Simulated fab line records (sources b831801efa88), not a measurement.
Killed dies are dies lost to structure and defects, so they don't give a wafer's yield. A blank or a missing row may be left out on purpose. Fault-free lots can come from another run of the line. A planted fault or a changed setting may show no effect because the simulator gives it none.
2 desks, one fault | flow gf180mcu | each desk holds nothing but its own numbers, with what lay behind them at the end

METROLOGY DESK
What the gauges read for every lot (on any tool): the sampled wafers with a number, averaged. Any lot whose mean is over 4 standard deviations away from the usual mean is out of limits and marked OUT; that distance is given in the brackets.
Columns: A = cd-nm at GF_HV_LDD_CD_MEAS_46, usual 399.7 nm; B = CONTACT_OVL at GF_CONTACT_OVL_MEAS_15, usual -4 nm; C = V1_OVL at GF_V1_OVL_MEAS_15, usual 1 nm
lot  | first seen here | A     | B   | C
L609 | day 12 21:23    | 397.7 | -4  | 0
L610 | day 13 00:26    | 398.3 | -3  | -11
L611 | day 13 10:45    | 398.3 | -5  | -3
L612 | day 13 21:14    | 397.7 | -7  | 1
L613 | day 13 22:46    | 399.6 | -7  | -2
L615 | day 14 13:46    | 400.4 | -0  | -3
L617 | day 15 01:42    | 397.5 | -4  | -1
L619 | day 15 11:19    | 400.9 | -5  | 0
L620 | day 16 03:28    | 397.2 | -2  | -4
L621 | day 16 13:08    | 402.2 | 0   | -1
L623 | day 16 20:36    | 396.7 | -5  | 5
L628 | day 19 00:36    | 400.3 | -4  | -4
L631 | day 19 14:59    | 399.9 | -13 | -3
L632 | day 20 02:05    | 400.2 | 4   | -5
This desk's finding: nothing out of limits on any of the 14 lots.

DESK OF THE TOOL OWNER: litho-track-02
At GF_VT_IMPLANT_SOFTBAKE_36 (time 60 s), the tool's own readings, given per lot that ran on this tool as the mean of the sampled wafers with a number. Any lot whose mean is over 4 standard deviations away from the usual mean is out of limits and marked OUT; that distance is given in the brackets.
Columns: A = heater-power-total-W at GF_VT_IMPLANT_SOFTBAKE_36, usual 56.60 W; B = plate-temp-C at GF_VT_IMPLANT_SOFTBAKE_36, usual 90.02 C; C = run-length-s at GF_VT_IMPLANT_SOFTBAKE_36, usual 89.32 s
lot  | first seen here | A     | B     | C
L610 | day 7 18:24     | 56.60 | 90.09 | 89.46
L612 | day 8 09:52     | 56.55 | 90.01 | 89.49
L620 | day 10 07:45    | 56.60 | 90.01 | 89.41
L621 | day 10 12:55    | 56.58 | 90.20 | 92.47 (+11) OUT
L623 | day 10 23:00    | 56.61 | 90.15 | 92.43 (+11) OUT
Finding of this desk: L621, L623 out of limits; the first was L621 at day 10 12:55, on run-length-s at GF_VT_IMPLANT_SOFTBAKE_36. In limits: L610, L612, L620.

ALL TOGETHER
At day 10 12:55, on L621, L623, the tool owner's desk was in a position to raise an alarm.
At the metrology desk, nothing out of limits was observed.
The metrology desk has L621, L623 on record, within its limits.
All the named lots went through GF_VT_IMPLANT_SOFTBAKE_36 on litho-track-02.

WHAT WAS PUT IN BY THE SIMULATOR
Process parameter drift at GF_VT_IMPLANT_SOFTBAKE_36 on litho-track-02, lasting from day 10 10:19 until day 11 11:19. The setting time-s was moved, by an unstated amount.
Struck lots among those shown: L621, L623.
Time in hours from fault onset to the first out-of-limits reading at each desk: the tool owner's desk, 3.
